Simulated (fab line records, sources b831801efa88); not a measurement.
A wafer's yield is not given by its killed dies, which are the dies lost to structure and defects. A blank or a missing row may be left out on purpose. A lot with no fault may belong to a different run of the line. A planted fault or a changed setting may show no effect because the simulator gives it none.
Matching of chambers	flow sky130	SKY_PASSIVATION_ETCH_11 on rieDiel-01: 4 sister chambers
The step etches the open film in CF4/O2, stops on AlCu, target depth 725 nm, time 161.1 s. 33 wafers are shown with their chamber, then 12 later ones without.

== WAFERS WITH THEIR CHAMBER ==
wafer	chamber	drypumpMotorCurrentA (A)	throttleValvePct (%)	oesProductAu (a.u.)
L076.2	2	6.1	5.973	0.976
L076.3	1	5.3	5.965	0.974
L076.5	3	5.5	5.962	0.973
L077.1	0	4.8	5.963	0.977
L077.4	2	6.1	5.982	0.985
L077.5	0	4.8	5.978	0.976
L080.2	0	4.8	5.978	0.968
L080.3	1	5.4	5.963	0.967
L080.6	2	6.1	5.960	0.972
L081.1	3	5.6	5.967	0.969
L081.4	0	4.8	5.961	0.976
L081.6	0	4.8	5.962	0.991
L084.2	0	4.8	5.959	0.979
L084.4	0	4.8	5.972	0.981
L084.6	1	5.3	5.975	0.988
L086.3	0	4.8	5.964	0.976
L086.4	0	4.8	5.972	0.993
L086.6	1	5.3	5.976	0.996
L087.1	3	5.6	5.952	0.976
L087.2	0	4.8	5.960	0.968
L087.3	1	5.3	5.973	0.979
L087.4	1	5.3	5.953	0.972
L087.5	0	4.8	5.980	0.979
L087.6	3	5.5	5.969	0.986
L088.1	0	4.8	5.978	0.982
L088.2	3	5.6	5.969	0.978
L088.3	1	5.3	5.978	0.991
L088.4	1	5.3	5.973	0.991
L088.5	0	4.8	5.968	0.988
L088.6	3	5.5	5.977	0.996
L092.2	3	5.6	5.962	0.965
L092.5	0	4.8	5.964	0.982
L092.6	3	5.6	5.956	0.983

SIGNATURES (means of the wafers above)
reading	chamber 0	chamber 1	chamber 2	chamber 3	scatter within a chamber
drypumpMotorCurrentA	4.800	5.312	6.100	5.562	0.0308
throttleValvePct	5.96850	5.96950	5.97167	5.96425	0.0082
oesProductAu	0.97971	0.98225	0.97767	0.97825	0.00887
Rule: for a wafer and a chamber, the distance is found by dividing, reading by reading, the gap between the wafer's reading and the chamber's mean by the reading's scatter, squaring, summing and taking the root. If the next closest chamber is less than 2 further off than the closest, the wafer can't be placed; otherwise it belongs to the closest. The scatter: take each reading less its chamber's mean, square it, sum over the shown wafers, divide by the number of wafers less the number of chambers, and take the root.

== WAFERS MISSING THEIR CHAMBER ==
wafer	drypumpMotorCurrentA (A)	throttleValvePct (%)	oesProductAu (a.u.)
L093.1	5.6	5.974	0.978
L093.2	4.8	5.973	0.971
L093.4	4.8	5.963	0.982
L094.2	5.6	5.955	0.973
L094.3	6.1	5.956	0.982
L094.4	5.3	5.969	0.985
L096.3	5.6	5.967	0.968
L096.4	4.8	5.961	0.981
L096.5	4.8	5.963	0.989
L097.2	5.3	5.958	0.988
L097.3	4.8	5.968	0.962
L097.4	6.1	5.958	0.984

== WHICH CHAMBER EACH WENT THROUGH ==
wafer	from the rows above	in truth
L093.1	3	3
L093.2	0	0
L093.4	0	0
L094.2	3	3
L094.3	2	2
L094.4	1	1
L096.3	3	3
L096.4	0	0
L096.5	0	0
L097.2	1	1
L097.3	0	0
L097.4	2	2
Placed correctly: 12 of 12. Left unplaced by these rows: 0. 0 placed wrongly.
